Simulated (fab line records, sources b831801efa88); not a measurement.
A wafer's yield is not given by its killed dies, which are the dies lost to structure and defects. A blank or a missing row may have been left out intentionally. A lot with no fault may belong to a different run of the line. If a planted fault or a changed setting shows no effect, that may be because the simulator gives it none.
fab line records -- flow sky130
record lots=6, wafers=18, last_day=50
route steps=708 shown VT_ADJUST_LVTN@111 VT_ADJUST_NCORE@119 PAD_OPEN@708
lots with no fault: from the same line, run without faults
start_h: the number of hours between the record's first day and the start of the first shown wafer of the lot -- wait_h: hours since the lot's step before -- " repeats the value in the row above -- L1.1+2: several wafers, shown together as one row -- - no value present, or no start provided -- * or withheld: withheld -- < > ~ a bound
route shown NAME@n: a module of which the file shows steps, and the number in the route of the first -- usual: mean/standard deviation of fault-free wafers -- same: alike in all rows -- chamber/n: place in a boat -- sites: readings site by site -- _std_site: standard deviation of those values -- _edge_site: the outer-site mean with the inner-site mean subtracted -- radius_mm: how far each site lies from the wafer's centre -- mask NAME#n: copy n -- behind: the tool/chamber that last shaped the wafer -- hold: the reason the lot was held/the length of the hold in hours/how it ended -- device: the transistor (n, p or np) that didn't switch -- end of line: at the end of the route, the tests of the same wafers -- a step with no rows: only its recipe -- killed: dies lost to structure and defects at the first sort, not the wafer's yield -- map: a wafer's dies, x killed, . not, _ none there
set.NAME: setting as actually run; set.NAME@STEP: the setting as run at that earlier step -- model.NAME: the simulator's own value behind a step, which no gauge read
lots seen at some steps along the route; tables by step, rows by wafer
services: from which hour (start_h, from the record's first day; less than 0 if before it) a tool's chamber was out of use, for how many hours, and why
## steps
# step SKY_VT_ADJUST_LVTN_SOFTBAKE_14
# recipe temp_c=90, time_s=60, resist=NOVOLAK
# step SKY_VT_ADJUST_LVTN_EXPOSE_15
# recipe mask_id=HVN_STD_DERIVED, na=0.6, source_shape=conventional, sigma_outer=0.6, polarization=unpolarized, target_cd_nm=600, dose_mj=163
# step SKY_VT_ADJUST_LVTN_PEB_16
# recipe temp_c=withheld, time_s=*, resist=NOVOLAK
# step SKY_VT_ADJUST_LVTN_DEVELOP_17
# recipe resist=NOVOLAK, developer=TMAH, develop_time_s=60, dev_temp_c=23
# step SKY_VT_ADJUST_LVTN_OVL_MEAS_18
# usual VT_ADJUST_LVTN_01_OVL=0.3/1.1
lot.wafer,tool,chamber,start_h,wait_h,VT_ADJUST_LVTN_01_OVL[nm]
L273.1,overlay-01,-,178.31,0.1,0.8
L273.2,overlay-01,-,178.31,0.1,-1.0
L273.6,overlay-01,-,178.31,0.1,-0.3
L275.1,overlay-01,-,180.95,0.1,0.0
L275.4,overlay-01,-,180.95,0.1,-1.0
L275.5,overlay-01,-,180.95,0.1,-0.4
L284.1,overlay-02,-,236.46,0.1,1.5
L284.4,overlay-02,-,236.46,0.1,0.4
L284.5,overlay-02,-,236.46,0.1,0.1
L289.2,overlay-01,-,283.41,0.1,0.9
L289.4,overlay-01,-,283.41,0.1,0.0
L289.6,overlay-01,-,283.41,0.1,2.3
L290.3,overlay-02,-,295.47,0.1,1.7
L290.5,overlay-02,-,295.47,0.1,1.8
L290.6,overlay-02,-,295.47,0.1,1.3
L293.1,overlay-01,-,303.26,0.1,1.7
L293.4,overlay-01,-,303.26,0.1,0.3
L293.5,overlay-01,-,303.26,0.1,0.6
# step SKY_VT_ADJUST_LVTN_IMPLANT_19
# recipe species=B, energy_kev=30, dose_cm2=6.5e+11, tilt_deg=withheld
# step SKY_VT_ADJUST_LVTN_STRIP_20
# recipe chemistry=O2/N2, power_w=1400, pressure_mtorr=1500, platen_temp_c=withheld, o2_flow_sccm=3000, n2_flow_sccm=300, overash_fraction=0.5
# usual drypump_motor_current_A=5.4/0.43, oes_product_au=0.716/0.0039, strip_time_to_endpoint_s=14.18/0.033
lot.wafer,tool,chamber,start_h,wait_h,drypump_motor_current_A,oes_product_au,rf_hours_counter_h,strip_time_to_endpoint_s
L273.1,plasma_asher-04,1,178.50,0.1,5.1,0.714,4,14.21
L273.2,plasma_asher-04,0,178.50,0.1,5.7,0.718,4,14.20
L273.6,plasma_asher-04,1,178.50,0.1,5.1,0.712,-,14.18
L275.1,plasma_asher-03,0,181.14,0.1,6.0,0.717,53,14.17
L275.4,plasma_asher-03,1,181.14,0.1,4.9,0.710,-,14.17
L275.5,plasma_asher-03,0,181.14,0.1,6.0,0.713,-,14.18
L284.1,plasma_asher-01,0,236.65,0.1,4.9,0.714,58,14.18
L284.4,plasma_asher-01,0,236.65,0.1,4.9,0.718,-,14.16
L284.5,plasma_asher-01,0,236.65,0.1,4.9,0.708,-,14.21
L289.2,plasma_asher-03,1,283.59,0.1,5.0,0.717,63,14.28
L289.4,plasma_asher-03,0,283.59,0.1,6.0,0.712,-,14.22
L289.6,plasma_asher-03,0,283.59,0.1,6.0,0.709,-,14.23
L290.3,plasma_asher-01,0,295.68,0.1,4.9,0.714,-,14.14
L290.5,plasma_asher-01,1,295.68,0.1,5.8,0.710,-,14.20
L290.6,plasma_asher-01,0,295.68,0.1,4.9,0.712,-,14.13
L293.1,plasma_asher-04,1,303.45,0.1,5.0,0.711,17,14.22
L293.4,plasma_asher-04,1,303.45,0.1,5.0,0.715,-,14.14
L293.5,plasma_asher-04,1,303.45,0.1,5.0,0.704,-,14.22
# step SKY_VT_ADJUST_LVTN_TW_MEAS_21
# usual VT_ADJUST_LVTN_2_TW=189.4/2.8
lot.wafer,tool,chamber,start_h,wait_h,VT_ADJUST_LVTN_2_TW
L273.1,film_metro-04,-,178.60,0.1,191.6
L273.2,film_metro-04,-,178.60,0.1,193.1
L273.6,film_metro-04,-,178.60,0.1,192.4
L275.1,film_metro-03,-,181.24,0.1,190.1
L275.4,film_metro-03,-,181.24,0.1,189.6
L275.5,film_metro-03,-,181.24,0.1,190.4
L284.1,film_metro-03,-,236.75,0.1,191.0
L284.4,film_metro-03,-,236.75,0.1,190.2
L284.5,film_metro-03,-,236.75,0.1,190.3
L289.2,film_metro-04,-,283.70,0.1,192.0
L289.4,film_metro-04,-,283.70,0.1,191.9
L289.6,film_metro-04,-,283.70,0.1,192.8
L290.3,film_metro-01,-,295.77,0.1,184.3
L290.5,film_metro-01,-,295.77,0.1,185.8
L290.6,film_metro-01,-,295.77,0.1,185.4
L293.1,film_metro-03,-,303.55,0.1,189.6
L293.4,film_metro-03,-,303.55,0.1,190.3
L293.5,film_metro-03,-,303.55,0.1,190.3
# step SKY_VT_ADJUST_NCORE_DEHYDRATE_00
# recipe temp_c=200, time_s=60
# step SKY_VT_ADJUST_NCORE_HMDS_01
# recipe prime_time_s=60, prime_temp_c=120
# step SKY_VT_ADJUST_NCORE_COAT_02
# recipe resist=NOVOLAK, spin_rpm=3000, resist_thk_nm=1140
# step SKY_VT_ADJUST_NCORE_SOFTBAKE_03
# recipe temp_c=89.5, time_s=60, resist=NOVOLAK
# step SKY_VT_ADJUST_NCORE_EXPOSE_04
# recipe mask_id=LVTN_COMPLEMENT_THIN, na=0.6, source_shape=conventional, sigma_outer=0.6, polarization=unpolarized, target_cd_nm=380, dose_mj=139
lot.wafer,tool,chamber,start_h,wait_h,mask,model.VT_ADJUST_NCORE.overlay_x_nm
L273.1+2+6,iline_stepper-02,0,189.00,-,LVTN_COMPLEMENT_THIN#0,-1.034
L275.1+4+5,iline_stepper-02,0,192.42,-,LVTN_COMPLEMENT_THIN#0,-2.504
L284.1+4+5,iline_stepper-01,0,248.48,-,LVTN_COMPLEMENT_THIN#0,0.1158
L289.2+4+6,iline_stepper-01,0,297.20,-,LVTN_COMPLEMENT_THIN#0,206
L290.3+5+6,iline_stepper-01,0,308.47,-,LVTN_COMPLEMENT_THIN#0,205.6
L293.1+4+5,iline_stepper-02,0,317.22,-,LVTN_COMPLEMENT_THIN#0,-1.542
# step SKY_VT_ADJUST_NCORE_PEB_05
# recipe temp_c=withheld, time_s=*, resist=NOVOLAK
# step SKY_VT_ADJUST_NCORE_DEVELOP_06
# recipe resist=NOVOLAK, developer=TMAH, develop_time_s=60, dev_temp_c=23
# step SKY_VT_ADJUST_NCORE_CD_MEAS_07
# recipe target_cd_nm=380
# usual cd_nm=379.4/2.6
lot.wafer,tool,chamber,start_h,wait_h,cd_nm
L273.1,cd_sem-01,-,199.59,0.1,381.1
L273.2,cd_sem-01,-,199.59,0.1,378.4
L273.6,cd_sem-01,-,199.59,0.1,378.8
L275.1,cd_sem-02,-,202.86,0.1,380.9
L275.4,cd_sem-02,-,202.86,0.1,380.8
L275.5,cd_sem-02,-,202.86,0.1,380.2
L284.1,cd_sem-02,-,260.54,0.1,378.1
L284.4,cd_sem-02,-,260.54,0.1,379.1
L284.5,cd_sem-02,-,260.54,0.1,377.6
L289.2,cd_sem-01,-,308.98,0.1,377.3
L289.4,cd_sem-01,-,308.98,0.1,379.0
L289.6,cd_sem-01,-,308.98,0.1,379.8
L290.3,cd_sem-02,-,321.64,0.1,381.4
L290.5,cd_sem-02,-,321.64,0.1,378.3
L290.6,cd_sem-02,-,321.64,0.1,379.1
L293.1,cd_sem-01,-,329.40,0.1,376.1
L293.4,cd_sem-01,-,329.40,0.1,379.2
L293.5,cd_sem-01,-,329.40,0.1,377.1
# step SKY_VT_ADJUST_NCORE_OVL_MEAS_08
# usual VT_ADJUST_NCORE_OVL=1.5/1.5
lot.wafer,tool,chamber,start_h,wait_h,VT_ADJUST_NCORE_OVL[nm]
L273.1,overlay-01,-,199.71,0.1,-0.8
L273.2,overlay-01,-,199.71,0.1,0.7
L273.6,overlay-01,-,199.71,0.1,-0.9
L275.1,overlay-01,-,202.98,0.1,-0.4
L275.4,overlay-01,-,202.98,0.1,1.2
L275.5,overlay-01,-,202.98,0.1,1.2
L284.1,overlay-02,-,260.66,0.1,1.9
L284.4,overlay-02,-,260.66,0.1,0.6
L284.5,overlay-02,-,260.66,0.1,0.6
L289.2,overlay-01,-,309.09,0.1,207.2
L289.4,overlay-01,-,309.09,0.1,207.4
L289.6,overlay-01,-,309.09,0.1,207.4
L290.3,overlay-01,-,321.73,0.1,208.4
L290.5,overlay-01,-,321.73,0.1,205.7
L290.6,overlay-01,-,321.73,0.1,206.6
L293.1,overlay-02,-,329.53,0.1,-0.8
L293.4,overlay-02,-,329.53,0.1,-2.7
L293.5,overlay-02,-,329.53,0.1,-0.5
# step SKY_VT_ADJUST_NCORE_IMPLANT_09
# recipe species=B, energy_kev=10, dose_cm2=2.4e+12, tilt_deg=withheld
# step SKY_PAD_OPEN_PROBE_99
# usual killed_at_M0_to_M3=45/7.5, killed_at_M4_up=2.8/1.9, killed_at_contacts=25/5.5, killed_at_front_end=14/4, killed_at_other=0.3/0.75, killed_dies=87/9.4, killed_open=47/6.6, killed_short=39/6.6
# same gross_dies=492, killed_at_back_side=0
lot.wafer,tool,chamber,start_h,wait_h,killed_at_M0_to_M3,killed_at_M4_up,killed_at_contacts,killed_at_front_end,killed_at_other,killed_dies,killed_open,killed_short,model.etest.sram_nfet_pass.drive_ua_um,model.etest.sram_pfet_latch.drive_ua_um,model.etest.pfet_01v8_lvt.drive_ua_um,model.etest.sram_pfet_latch.off_log10_a_um,model.etest.sram_nfet_pass.off_log10_a_um,model.etest.nfet_05v0_nvt.off_log10_a_um,model.etest.pfet_01v8_lvt.off_log10_a_um,model.etest.sram_pfet_latch.vt_sat_v
L273.1,prober-02,-,1106.70,0.1,43,2,26,11,0,82,48,34,490.7,140.8,172.4,-12.71,-12.73,-10.88,-9.262,-0.7791
L273.2,prober-02,-,1106.75,0.1,41,3,26,5,0,75,37,38,478.3,133,169,-12.85,-12.59,-10.84,-9.35,-0.7889
L273.6,prober-02,-,1106.95,0.2,48,0,23,15,0,86,52,34,486.1,133.2,170.3,-13.09,-12.69,-10.81,-9.044,-0.8043
L275.1,prober-01,-,1108.34,0.1,33,11,23,19,0,86,47,34,499.4,149.9,176,-12.29,-12.64,-10.61,-8.943,-0.7517
L275.4,prober-01,-,1108.49,0.2,41,4,29,16,0,90,43,47,521,157.2,178.1,-12.07,-12.27,-10.71,-8.595,-0.7303
L275.5,prober-01,-,1108.54,0.2,54,3,27,10,0,94,49,45,523.1,154.2,176.5,-12.22,-12.4,-10.85,-8.765,-0.7388
L284.1,prober-01,-,1142.26,0.1,42,8,34,14,0,98,48,50,441,127,170,-13.18,-13.1,-10.98,-9.132,-0.8064
L284.4,prober-01,-,1142.41,0.2,50,1,17,13,0,81,49,32,473.6,139.8,171,-12.62,-12.6,-11.04,-8.992,-0.7536
L284.5,prober-01,-,1142.46,0.2,48,4,22,13,0,87,50,37,480.7,139.4,170.6,-12.63,-12.55,-11.09,-9.07,-0.7767
L289.2,prober-01,-,1181.01,0.1,30,2,27,30,0,89,45,28,564.2,163.5,179.8,-11.77,-12.02,-11.59,-8.103,-0.6847
L289.4,prober-01,-,1181.11,0.2,53,3,18,37,0,111,37,49,548.7,155.2,180.5,-11.83,-11.9,-11.57,-8.052,-0.697
L289.6,prober-01,-,1181.21,0.2,46,4,18,44,0,112,37,54,577.4,154.3,178.9,-12.07,-11.48,-11.56,-8.189,-0.7032
L290.3,prober-02,-,1188.17,0.2,46,1,22,38,0,107,48,36,562.3,159,177.2,-11.76,-11.91,-11.53,-8.4,-0.6836
L290.5,prober-02,-,1188.27,0.2,41,6,30,39,1,117,46,44,551.3,157.5,178.6,-11.68,-11.71,-11.47,-8.401,-0.6841
L290.6,prober-02,-,1188.32,0.2,45,4,26,28,0,103,44,41,539,156.6,177,-11.83,-12,-11.59,-8.39,-0.6868
L293.1,prober-02,-,1196.17,0.1,46,2,29,16,0,93,41,52,491,140,171.9,-13.04,-12.69,-11.11,-8.914,-0.7952
L293.4,prober-02,-,1196.32,0.2,48,0,28,12,0,88,57,31,499.6,141.9,177.9,-12.76,-12.76,-10.99,-9.003,-0.7921
L293.5,prober-02,-,1196.37,0.2,43,4,31,12,1,91,46,45,509.1,135.3,170.5,-13.16,-12.3,-10.99,-9.006,-0.7935
# killed by level:class
L273.1 CONTACT:geometric_particle:open=10 VIA1:geometric_particle:open=10 VIA3:geometric_particle:open=8 LI_CONTACT:geometric_particle:open=7 CONTACT:geometric_particle:short=5 VIA2:geometric_particle:open=5 VIA3:geometric_particle:short=5 METAL1:geometric_particle:short=4
L273.2 CONTACT:geometric_particle:open=10 VIA1:geometric_particle:open=6 METAL3:geometric_particle:short=6 LI_CONTACT:geometric_particle:open=5 LOCAL_INTERCONNECT:geometric_particle:short=4 CONTACT:geometric_particle:short=4 METAL1:geometric_particle:short=4 METAL2:geometric_particle:short=4
L273.6 VIA1:geometric_particle:open=19 CONTACT:geometric_particle:open=7 VIA3:geometric_particle:open=6 CONTACT:geometric_particle:short=6 METAL2:geometric_particle:short=6 FIELD_ISO:geometric_particle:open=5 LI_CONTACT:geometric_particle:open=5 METAL3:geometric_particle:short=4
L275.1 VIA1:geometric_particle:open=9 CONTACT:geometric_particle:open=8 LI_CONTACT:geometric_particle:open=7 VIA2:geometric_particle:open=7 FIELD_ISO:geometric_particle:open=5 METAL4:geometric_particle:short=5 VIA4:area_etch=5 LOCAL_INTERCONNECT:geometric_particle:short=4
L275.4 CONTACT:geometric_particle:open=13 VIA1:geometric_particle:short=7 METAL2:geometric_particle:short=6 VIA2:geometric_particle:open=6 VIA1:geometric_particle:open=5 METAL1:geometric_particle:short=5 CONTACT:geometric_particle:short=5 VIA2:geometric_particle:short=5
L275.5 VIA1:geometric_particle:open=11 LI_CONTACT:geometric_particle:open=11 METAL2:geometric_particle:short=8 VIA2:geometric_particle:open=8 VIA1:geometric_particle:short=7 LOCAL_INTERCONNECT:geometric_particle:short=6 VIA3:geometric_particle:open=6 CONTACT:geometric_particle:open=5
L284.1 CONTACT:geometric_particle:open=15 VIA1:geometric_particle:open=9 CONTACT:geometric_particle:short=8 VIA3:geometric_particle:open=7 LOCAL_INTERCONNECT:geometric_particle:short=6 METAL4:geometric_particle:short=6 FIELD_ISO:geometric_particle:short=5 METAL1:geometric_particle:short=5
L284.4 VIA1:geometric_particle:open=12 VIA3:geometric_particle:open=11 CONTACT:geometric_particle:open=8 VIA1:geometric_particle:short=7 METAL1:geometric_particle:short=6 POLY_GATE:geometric_particle:open=4 LI_CONTACT:geometric_particle:open=4 CONTACT:geometric_particle:short=4
L284.5 VIA2:geometric_particle:open=10 CONTACT:geometric_particle:open=9 VIA1:geometric_particle:open=9 VIA1:geometric_particle:short=6 VIA3:geometric_particle:short=6 VIA3:geometric_particle:open=6 CONTACT:geometric_particle:short=5 POLY_GATE:geometric_particle:open=4
L289.2 VT_ADJUST_NCORE:overlay=16 CONTACT:geometric_particle:open=14 VIA1:geometric_particle:open=7 LI_CONTACT:geometric_particle:open=7 VIA2:geometric_particle:open=6 METAL1:geometric_particle:short=5 CONTACT:geometric_particle:short=4 FIELD_ISO:geometric_particle:short=3
L289.4 VT_ADJUST_NCORE:overlay=25 METAL1:geometric_particle:short=11 VIA1:geometric_particle:open=10 VIA1:geometric_particle:short=8 LOCAL_INTERCONNECT:geometric_particle:short=5 METAL2:geometric_particle:short=5 LI_CONTACT:geometric_particle:open=4 CONTACT:geometric_particle:short=4
L289.6 VT_ADJUST_NCORE:overlay=21 VIA1:geometric_particle:open=7 METAL1:geometric_particle:short=7 VIA3:geometric_particle:open=7 VIA3:geometric_particle:short=7 POLY_GATE:geometric_particle:short=6 FIELD_ISO:geometric_particle:short=5 LI_CONTACT:geometric_particle:open=5
L290.3 VT_ADJUST_NCORE:overlay=23 VIA1:geometric_particle:open=10 CONTACT:geometric_particle:open=8 LI_CONTACT:geometric_particle:open=7 POLY_GATE:geometric_particle:open=5 VIA1:geometric_particle:short=5 VIA2:geometric_particle:open=5 VIA3:geometric_particle:open=5
L290.5 VT_ADJUST_NCORE:overlay=27 VIA1:geometric_particle:open=11 CONTACT:geometric_particle:open=8 LOCAL_INTERCONNECT:geometric_particle:short=7 LI_CONTACT:geometric_particle:open=6 POLY_GATE:geometric_particle:open=5 VIA2:geometric_particle:short=5 METAL4:geometric_particle:short=5
L290.6 VT_ADJUST_NCORE:overlay=18 VIA1:geometric_particle:open=10 VIA2:geometric_particle:open=10 LI_CONTACT:geometric_particle:open=9 CONTACT:geometric_particle:short=7 VIA1:geometric_particle:short=5 FIELD_ISO:geometric_particle:short=4 LOCAL_INTERCONNECT:geometric_particle:short=4
L293.1 CONTACT:geometric_particle:open=13 METAL2:geometric_particle:short=9 VIA1:geometric_particle:open=7 VIA2:geometric_particle:short=7 CONTACT:geometric_particle:short=6 POLY_GATE:geometric_particle:short=5 VIA3:geometric_particle:open=5 POLY_GATE:geometric_particle:open=4
L293.4 CONTACT:geometric_particle:open=15 VIA1:geometric_particle:open=11 VIA3:geometric_particle:open=10 METAL1:geometric_particle:short=8 LI_CONTACT:geometric_particle:open=6 VIA2:geometric_particle:open=6 VIA1:geometric_particle:short=4 POLY_GATE:geometric_particle:open=3
L293.5 CONTACT:geometric_particle:open=12 VIA1:geometric_particle:open=8 VIA3:geometric_particle:open=8 LI_CONTACT:geometric_particle:open=7 VIA1:geometric_particle:short=7 LOCAL_INTERCONNECT:geometric_particle:short=5 VIA2:geometric_particle:short=5 POLY_GATE:geometric_particle:short=4
# map L289.6 (x killed, . not)
__________.x...x...._________
________x.....x...x..._______
______.x....x...xx...x.._____
_____x...x....xx..x.....x____
____.x.....x....x....x....___
___...x...x................__
__.x..xx.x...x.xx..........._
_.x.x......xx.xx.....xx.x..x.
_.x..xx......xxx....x....x...
_......x....xx.....x.x.......
_..xx.x..x..x..x..xxx........
_x.......x..x.........x......
_......x....xx........x......
_..x....xx...x....x....x.....
_x..............xx..x....xxx.
__....x..x........x.x.xx...._
___xxx.....x......xx......x__
____xxxx...x...........x..___
_____......x.......x.....____
______x...x.......xx...._____
________...........xx._______
__________.x...x..x._________
# map L290.5 (x killed, . not)
__________x........._________
________...xx........._______
______....x........x...x_____
_____.x........x.........____
____...x..x...x..x.x....xx___
___.x.x....x.x..x.x.x.x.x..__
__....x.x..x.........xxx..x._
_........x...x.x..xx......x..
_...x....x.x...xx.x..x.x.....
_x.x.x..x..x....x..........x.
_x...x.....xx.....xx.....x..x
_.x.....x...x..x.x.x....x..x.
_...x.....x.....x............
_x...x.xx.xx.................
_......xx..xx...........xx...
__.x.xx.x...x.x.....x.x.x..._
___.x.........x..x.x..x..x.__
____...x.....x..xx..x..x..___
_____........x.....x..xx.____
______...x....x........._____
________.x.xx...x....._______
__________.x.x..x..._________
## services
tool,chamber,start_h,hours,kind
iline_stepper-02,-,215.60,6.7,repair
iline_stepper-02,-,222.35,1.7,pm
plasma_asher-03,-,226.45,0.9,repair
iline_stepper-01,-,248.73,1.5,repair
iline_stepper-01,-,273.92,14.2,repair
plasma_asher-04,-,287.84,2.8,pm
iline_stepper-01,-,288.09,2.1,pm
iline_stepper-01,-,290.17,-,consumable_replace:lamp
iline_stepper-01,-,290.17,4.4,pm
iline_stepper-01,-,294.62,1.7,pm
## key
first_sign step=SKY_VT_ADJUST_NCORE_OVL_MEAS_08, reading=VT_ADJUST_NCORE_OVL, direction=up, sigmas=99+, usual=1.5, struck=207.1
effect step=SKY_PAD_OPEN_PROBE_99, reading=killed_at_front_end, direction=up, sigmas=5.5, usual=14, struck=36
model_effect step=SKY_VT_ADJUST_NCORE_EXPOSE_04, value=VT_ADJUST_NCORE.overlay_x_nm, without=1.944, struck=205.8
model_effect step=SKY_PAD_OPEN_PROBE_99, value=etest.sram_nfet_pass.drive_ua_um, without=485.1, struck=557.2
more_kills_born_at SKY_VT_ADJUST_NCORE_EXPOSE_04@iline_stepper-01=130
met_at SKY_VT_ADJUST_NCORE_EXPOSE_04
struck_wafers L289.2,L289.4,L289.6,L290.3,L290.5,L290.6
tester_left_out L289,L290
onset_between 248.48 297.20
fault kind=scanner_matching_overlay, tool=iline_stepper-01, chamber=-, onset_h=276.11, steps=SKY_VT_ADJUST_NCORE_EXPOSE_04, offset=203.9
# tester_left_out: of these lots the tester's yield and bins aren't shown, on N5 and GAA mostly nor the transistor test; their killed dies are dies lost to structure and defects alone, not to doping, threshold or leakage, so they don't give the yield
